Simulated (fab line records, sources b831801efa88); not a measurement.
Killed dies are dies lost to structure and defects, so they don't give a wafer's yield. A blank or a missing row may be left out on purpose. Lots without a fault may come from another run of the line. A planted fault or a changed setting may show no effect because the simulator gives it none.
Chamber matching | flow gf180mcu | GF_V4_CVD_02 on pecvd-03: 3 sister chambers
The step deposits SiO2 from TEOS, target thk 850 nm, time 94.851 s. 14 wafers are shown with their chamber, then 7 later ones without.

WAFERS WITH THEIR CHAMBER
wafer  | chamber | heater_power_w (W)
L872.3 | 0       | 491
L872.4 | 0       | 484
L872.6 | 1       | 437
L873.1 | 1       | 483
L873.4 | 2       | 760
L873.5 | 0       | 503
L876.2 | 2       | 729
L876.4 | 0       | 404
L876.5 | 2       | 755
L885.4 | 1       | 430
L885.5 | 2       | 720
L885.6 | 0       | 493
L890.3 | 1       | 456
L890.5 | 0       | 494

SIGNATURES (means of the wafers above)
reading        | chamber 0 | chamber 1 | chamber 2 | scatter within a chamber
heater_power_w | 478.17    | 451.50    | 741.00    | 29.6
Rule: a wafer's distance from a chamber is the root of the sum, over the readings, of the square of ((its reading less the chamber's mean) divided by the reading's scatter). The wafer belongs to the nearest chamber; if the next one is less than 2 further off, it can't be placed. The scatter: the root of (the sum of the squares of (reading less its chamber's mean) over the shown wafers, divided by (wafers less chambers)).

WAFERS WITHOUT THEIR CHAMBER
wafer  | heater_power_w (W)
L890.6 | 780
L891.3 | 381
L891.5 | 600
L891.6 | 462
L893.2 | 689
L893.4 | 712
L893.6 | 483

WHICH CHAMBER EACH WENT THROUGH
wafer  | from the rows above          | in truth
L890.6 | 2                            | 2
L891.3 | can't be placed: 1 or 0      | 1
L891.5 | can't be placed: 0 or 2 or 1 | 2
L891.6 | can't be placed: 1 or 0      | 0
L893.2 | 2                            | 2
L893.4 | 2                            | 2
L893.6 | can't be placed: 0 or 1      | 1
Placed correctly: 3 of 7. Can't be placed from these rows: 4 (the true chamber is among the candidates in 4). Placed wrongly: 0.
